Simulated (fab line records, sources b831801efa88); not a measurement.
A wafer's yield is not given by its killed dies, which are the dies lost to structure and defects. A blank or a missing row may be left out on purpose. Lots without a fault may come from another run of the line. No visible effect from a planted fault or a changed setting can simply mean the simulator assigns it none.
fab line records	flow sfq-line
record: lots: 14	wafers: 42	last-day: 97
route steps=325 shown L0V@26 JJ@185 R5@215 I5@228
lots that met no fault: from a run of the same line without faults
start-h: hours from the record's opening day to when the first of the lot's shown wafers began	wait-h: hours from the lot's prior step to this one	" the same as in the row above	L1.1+2: a row that stands for several wafers	- value missing, or start not given	* or withheld: withheld	< > ~ a bound
route shown NAME@n: NAME is a module with steps in the file, n the number in the route of the first one	usual: mean/standard deviation of fault-free wafers	same: alike in all rows	chamber/n: place in a boat	sites: each site's reading	_std_site: the standard deviation of these	_edge_site: mean of outer sites minus mean of inner sites	radius-mm: for every site, how far away it sits from the centre of the wafer	mask NAME#n: copy n	behind: the most recent tool/chamber to have shaped the wafer	hold: what put the lot on hold/how long, in hours/how the hold closed	device: which transistor (n, p or np) failed to switch	end of line: the tests these same wafers got at the end of their route	for a step that has no rows: nothing shown but its recipe	killed: dies lost to structure and defects at the first sort, not the wafer's yield	map: the dies of a wafer, with x for killed, . for not killed, _ for no die there
set.NAME: the run value of the setting; set.NAME@STEP: its run value at that earlier step	model.NAME: the simulator's own value behind a step, which no gauge read
a sample of lots followed through the steps of the route, with each step as a table and each wafer as a row
services: from which hour (start-h, from the record's first day; less than 0 if before it) a tool's chamber was out of use, for how many hours, and why
== steps ==
step: SFQ_TRILAYER_L0_VIA_STRIP_STRIP_017
recipe: gas: O2	power-w: 200	platen-temp-c: 40	overash-fraction: 0.65	chemistry: O2	pressure-mtorr: 50
usual: drypump-motor-current-A: 5.7/0.48	oes-product-au: 0.999/0.0075
lot.wafer	tool	chamber	start-h	wait-h	drypump-motor-current-A	oes-product-au	rf-hours-counter-h
L690.1	rie-metal-03	0	196.77	-	5.6	1.001	84
L690.2	"	1	"	"	4.8	0.985	2
L690.5	"	0	"	"	5.5	1.003	-
L691.1	rie-metal-02	0	199.17	-	6.0	1.012	22
L691.2	"	0	"	"	6.0	1.014	-
L691.5	"	0	"	"	6.0	1.008	-
L692.1	rie-metal-01	1	207.57	-	5.3	0.992	180
L692.5	"	0	"	"	5.9	1.006	-
L692.6	"	1	"	"	5.3	0.991	-
L694.3	rie-metal-03	1	218.69	-	4.8	0.989	-
L694.4	"	0	"	"	5.6	1.005	-
L694.6	"	0	"	"	5.6	0.998	-
L695.1	rie-metal-03	0	230.49	-	5.5	1.002	89
L695.4	"	0	"	"	5.5	0.990	-
L695.5	"	0	"	"	5.6	0.987	-
L696.1	rie-metal-01	1	235.29	-	5.4	0.993	185
L696.3	"	1	"	"	5.4	0.992	-
L696.6	"	0	"	"	5.9	0.992	-
L697.3	rie-metal-01	0	253.69	-	5.8	0.998	-
L697.4	"	0	"	"	5.9	1.000	-
L697.6	"	0	"	"	5.9	0.996	-
L698.3	rie-metal-03	0	264.46	-	5.5	1.000	-
L698.4	"	1	"	"	4.9	1.000	-
L698.5	"	0	"	"	5.5	1.005	-
L700.3	rie-metal-02	0	272.86	-	6.0	1.010	-
L700.5	"	0	"	"	6.0	1.001	-
L700.6	"	1	"	"	6.3	1.012	-
L703.3	rie-metal-03	1	290.10	-	4.9	0.996	-
L703.4	"	0	"	"	5.5	1.000	-
L703.5	"	0	"	"	5.6	0.996	-
L708.1	rie-metal-01	1	331.17	-	5.4	0.995	9
L708.3	"	1	"	"	5.3	0.987	-
L708.4	"	0	"	"	5.9	1.008	-
L710.3	rie-metal-02	0	344.57	-	6.0	1.012	-
L710.4	"	1	"	"	6.3	1.000	-
L710.5	"	0	"	"	6.1	1.002	-
L711.2	rie-metal-02	0	347.97	-	6.0	1.004	42
L711.3	"	0	"	"	6.0	1.012	-
L711.4	"	1	"	"	6.3	1.000	-
L713.1	rie-metal-02	0	360.09	-	6.0	0.996	44
L713.4	"	0	"	"	6.1	0.999	-
L713.6	"	0	"	"	6.0	0.997	-
step: SFQ_TRILAYER_JJ_CE_LITHO_COAT_119
recipe: resist: BARC	spin-rpm: 3000	resist-thk-nm: 62
usual: dispense-pressure-kPa: 51.1/2.8
lot.wafer	tool	chamber	start-h	wait-h	dispense-pressure-kPa
L690.1	litho-track-04	0	1411.92	0.1	47.9
L690.2	"	0	"	"	47.9
L690.5	"	0	"	"	47.9
L691.1	litho-track-02	0	1428.73	0.1	50.5
L691.2	"	0	"	"	50.5
L691.5	"	0	"	"	50.5
L692.1	litho-track-04	0	1435.92	0.1	47.9
L692.5	"	0	"	"	47.9
L692.6	"	0	"	"	47.9
L694.3	litho-track-01	0	1451.72	0.1	54.6
L694.4	"	0	"	"	54.6
L694.6	"	0	"	"	54.6
L695.1	litho-track-01	0	1459.50	0.1	54.5
L695.4	"	0	"	"	54.6
L695.5	"	0	"	"	54.5
L696.1	litho-track-01	0	1463.10	0.1	54.6
L696.3	"	0	"	"	54.6
L696.6	"	0	"	"	54.6
L697.3	litho-track-02	0	1496.58	0.1	50.5
L697.4	"	0	"	"	50.5
L697.6	"	0	"	"	50.6
L698.3	litho-track-02	0	1499.03	0.2	50.5
L698.4	"	0	"	"	50.4
L698.5	"	0	"	"	50.5
L700.3	litho-track-02	0	1508.58	0.1	50.5
L700.5	"	0	"	"	50.5
L700.6	"	0	"	"	50.5
L703.3	litho-track-02	0	1524.18	0.1	50.5
L703.4	"	0	"	"	50.5
L703.5	"	0	"	"	50.5
L708.1	litho-track-04	0	1582.13	0.1	47.9
L708.3	"	0	"	"	47.9
L708.4	"	0	"	"	47.8
L710.3	litho-track-04	0	1584.63	0.1	47.9
L710.4	"	0	"	"	47.9
L710.5	"	0	"	"	47.9
L711.2	litho-track-04	0	1585.78	0.1	47.9
L711.3	"	0	"	"	47.9
L711.4	"	0	"	"	47.8
L713.1	litho-track-02	0	1588.13	0.1	50.5
L713.4	"	0	"	"	50.5
L713.6	"	0	"	"	50.5
step: SFQ_TRILAYER_JJ_CE_BARC_OPEN_RIE_150
recipe: mask-material: PR	chemistry: O2	target-depth-nm: 240	target: BARC	icp-w: 600	bias-w: 80	pressure-mtorr: 10	time-s: 80
usual: drypump-motor-current-A: 5.6/0.43	oes-product-au: 0.537/0.0044
lot.wafer	tool	chamber	start-h	wait-h	drypump-motor-current-A	oes-product-au	rf-hours-counter-h
L690.1	rie-metal-01	0	1536.17	1.0	5.9	0.543	60
L690.2	"	1	"	"	5.4	0.537	36
L690.5	"	1	"	"	5.4	0.538	-
L691.1	rie-metal-04	1	1548.17	1.0	6.2	0.535	20
L691.2	"	0	"	"	5.6	0.533	95
L691.5	"	1	"	"	6.2	0.530	-
L692.1	rie-metal-03	1	1552.97	1.0	4.8	0.539	50
L692.5	"	0	"	"	5.5	0.540	-
L692.6	"	1	"	"	4.8	0.534	-
L694.3	rie-metal-04	0	1563.80	0.6	5.6	0.538	-
L694.4	"	1	"	"	6.2	0.539	-
L694.6	"	0	"	"	5.5	0.547	-
L695.1	rie-metal-01	1	1572.61	1.0	5.4	0.535	40
L695.4	"	1	"	"	5.4	0.534	-
L695.5	"	1	"	"	5.4	0.535	-
L696.1	rie-metal-04	0	1575.01	1.0	5.5	0.537	98
L696.3	"	0	"	"	5.6	0.543	-
L696.6	"	1	"	"	6.2	0.539	-
L697.3	rie-metal-04	1	1612.68	0.6	6.2	0.534	-
L697.4	"	0	"	"	5.6	0.541	-
L697.6	"	0	"	"	5.5	0.538	-
L698.3	rie-metal-04	0	1618.68	0.6	5.6	0.547	-
L698.4	"	1	"	"	6.2	0.536	-
L698.5	"	0	"	"	5.6	0.534	-
L700.3	rie-metal-03	0	1631.88	0.6	5.6	0.556	-
L700.5	"	0	"	"	5.6	0.539	-
L700.6	"	1	"	"	4.8	0.555	-
L703.3	rie-metal-01	0	1650.06	0.6	5.9	0.552	-
L703.4	"	1	"	"	5.3	0.549	-
L703.5	"	0	"	"	5.9	0.547	-
L708.1	rie-metal-03	0	1705.73	1.0	5.5	0.541	12
L708.3	"	1	"	"	4.8	0.536	-
L708.4	"	0	"	"	5.5	0.541	-
L710.3	rie-metal-03	0	1707.91	0.6	5.5	0.539	-
L710.4	"	1	"	"	4.8	0.543	-
L710.5	"	1	"	"	4.8	0.532	-
L711.2	rie-metal-04	0	1710.28	0.8	5.5	0.536	116
L711.3	"	0	"	"	5.6	0.543	-
L711.4	"	1	"	"	6.2	0.540	-
L713.1	rie-metal-01	0	1712.80	1.0	5.9	0.533	84
L713.4	"	1	"	"	5.3	0.528	-
L713.6	"	0	"	"	5.9	0.536	-
step: SFQ_R5_RS_MEAS_933
recipe: thk-meas-gauge: four-point-probe	reads: Ti_of_TRILAYER_R5_DEP_SPUTTER_134+MoNx_of_TRILAYER_R5_DEP_SPUTTER_133+Ti_of_TRILAYER_R5_DEP_SPUTTER_132
usual: R5_MONX_RS: 7.05/0.067
lot.wafer	tool	chamber	start-h	wait-h	R5_MONX_RS[ohm/sq]
L690.1	film-metro-02	-	1676.38	0.0	6.96
L690.2	"	-	"	"	6.98
L690.5	"	-	"	"	6.96
L691.1	film-metro-02	-	1686.70	0.0	6.99
L691.2	"	-	"	"	7.02
L691.5	"	-	"	"	7.01
L692.1	film-metro-04	-	1688.38	0.0	7.10
L692.5	"	-	"	"	7.12
L692.6	"	-	"	"	7.09
L694.3	film-metro-01	-	1698.74	0.0	6.99
L694.4	"	-	"	"	7.02
L694.6	"	-	"	"	7.06
L695.1	film-metro-04	-	1706.48	0.0	7.14
L695.4	"	-	"	"	7.02
L695.5	"	-	"	"	7.11
L696.1	film-metro-02	-	1707.70	0.0	7.12
L696.3	"	-	"	"	7.07
L696.6	"	-	"	"	7.04
L697.3	film-metro-02	-	1737.33	0.0	6.97
L697.4	"	-	"	"	6.94
L697.6	"	-	"	"	7.00
L698.3	film-metro-01	-	1744.80	0.0	7.07
L698.4	"	-	"	"	7.01
L698.5	"	-	"	"	7.00
L700.3	film-metro-01	-	1764.25	0.1	6.98
L700.5	"	-	"	"	6.95
L700.6	"	-	"	"	7.04
L703.3	film-metro-01	-	1785.29	0.0	7.05
L703.4	"	-	"	"	7.02
L703.5	"	-	"	"	7.01
L708.1	film-metro-02	-	1830.61	0.0	7.15
L708.3	"	-	"	"	7.10
L708.4	"	-	"	"	7.08
L710.3	film-metro-01	-	1834.25	0.0	7.28
L710.4	"	-	"	"	7.21
L710.5	"	-	"	"	7.17
L711.2	film-metro-01	-	1838.01	0.0	7.01
L711.3	"	-	"	"	7.02
L711.4	"	-	"	"	7.08
L713.1	film-metro-02	-	1842.01	0.0	7.02
L713.4	"	-	"	"	7.02
L713.6	"	-	"	"	6.99
step: SFQ_TRILAYER_A5C_DEP_PECVD_142
recipe: material: SiO2	temp-c: 150	time-s: 15.556	pressure-torr: 2.4	rf-w: 183.3	precursor: SiH4/N2O	target-thk-nm: 70
usual: heater-power-w: 74/11	throttle-valve-pct: 25.5/2
lot.wafer	tool	chamber	start-h	wait-h	heater-power-w	throttle-valve-pct
L690.1	pecvd-01	0	1793.78	0.0	59	28.2
L690.2	"	1	"	"	67	25.2
L690.5	"	1	"	"	69	25.2
L691.1	pecvd-03	0	1803.37	0.0	78	22.6
L691.2	"	1	"	"	75	24.4
L691.5	"	0	"	"	77	22.8
L692.1	pecvd-01	0	1805.28	0.0	67	28.2
L692.5	"	2	"	"	62	27.7
L692.6	"	0	"	"	67	28.3
L694.3	pecvd-04	0	1814.10	0.0	102	23.5
L694.4	"	0	"	"	99	23.3
L694.6	"	1	"	"	81	24.1
L695.1	pecvd-01	0	1824.91	0.0	63	28.6
L695.4	"	0	"	"	64	28.2
L695.5	"	1	"	"	78	25.3
L696.1	pecvd-04	0	1827.47	0.0	103	23.4
L696.3	"	1	"	"	76	24.2
L696.6	"	0	"	"	83	23.5
L697.3	pecvd-03	1	1857.02	0.0	74	24.9
L697.4	"	2	"	"	59	28.4
L697.6	"	1	"	"	75	25.1
L698.3	pecvd-04	2	1860.45	0.0	73	24.5
L698.4	"	2	"	"	75	24.3
L698.5	"	1	"	"	78	23.8
L700.3	pecvd-04	0	1879.65	0.0	100	23.4
L700.5	"	0	"	"	100	23.3
L700.6	"	1	"	"	76	24.1
L703.3	pecvd-03	2	1894.05	0.0	61	28.6
L703.4	"	0	"	"	82	22.4
L703.5	"	2	"	"	62	28.8
L708.1	pecvd-01	1	1928.85	0.0	81	25.0
L708.3	"	2	"	"	63	27.6
L708.4	"	2	"	"	61	27.5
L710.3	pecvd-04	1	1934.85	0.0	91	24.1
L710.4	"	0	"	"	93	23.6
L710.5	"	1	"	"	89	24.3
L711.2	pecvd-03	1	1936.05	0.0	75	25.5
L711.3	"	2	"	"	62	28.9
L711.4	"	0	"	"	79	23.2
L713.1	pecvd-03	0	1939.66	0.0	81	22.8
L713.4	"	2	"	"	56	28.9
L713.6	"	1	"	"	66	25.2
== services ==
tool	chamber	start-h	hours	kind
rie-metal-03	-	179.57	0.9	repair
rie-metal-01	-	365.93	0.3	repair
rie-metal-03	-	389.46	14.6	pm
rie-metal-03	-	404.06	28.1	pm
rie-metal-01	-	570.56	1.3	repair
rie-metal-03	-	818.88	1.5	repair
rie-metal-01	1	865.74	1.3	repair
rie-metal-01	-	894.72	0.1	repair
rie-metal-01	-	906.33	2.8	pm
rie-metal-01	-	1033.21	7.0	repair
rie-metal-01	-	1071.12	0.8	repair
rie-metal-01	1	1138.92	8.7	repair
rie-metal-01	-	1163.17	0.1	repair
rie-metal-03	-	1176.46	2.8	pm
rie-metal-01	-	1189.04	1.4	pm
rie-metal-03	-	1200.11	1.3	repair
rie-metal-01	-	1464.02	0.3	repair
rie-metal-03	0	1469.44	3.2	repair
rie-metal-01	-	1583.79	0.5	repair
rie-metal-03	-	1681.41	1.4	pm
rie-metal-03	-	1699.67	4.3	pm
rie-metal-03	-	1707.24	0.4	repair
rie-metal-03	-	1775.99	0.4	repair
rie-metal-03	-	1934.81	0.6	repair
== key ==
first-sign: step: SFQ_TRILAYER_JJ_CE_BARC_OPEN_RIE_150	reading: oes-product-au	direction: up	sigmas: 2.8	usual: 0.537	struck: 0.550
effect none on later readings
met-at SFQ_TRILAYER_JJ_CE_LITHO_COAT_119
struck-lots L700,L703
not-acting-at SFQ_TRILAYER_L0_VIA_STRIP_STRIP_017,SFQ_R5_RS_MEAS_933,SFQ_TRILAYER_A5C_DEP_PECVD_142
onset-between 1499.03 1508.58
fault: kind: process-parameter-drift	tool: litho-track-02	chamber: -	onset-h: 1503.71	steps: SFQ_TRILAYER_JJ_CE_LITHO_COAT_119	channel: resist-thk-nm	offset: 5.1891	shape: step	end-h: 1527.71	acts-in: these-recipes-only	stated: 62
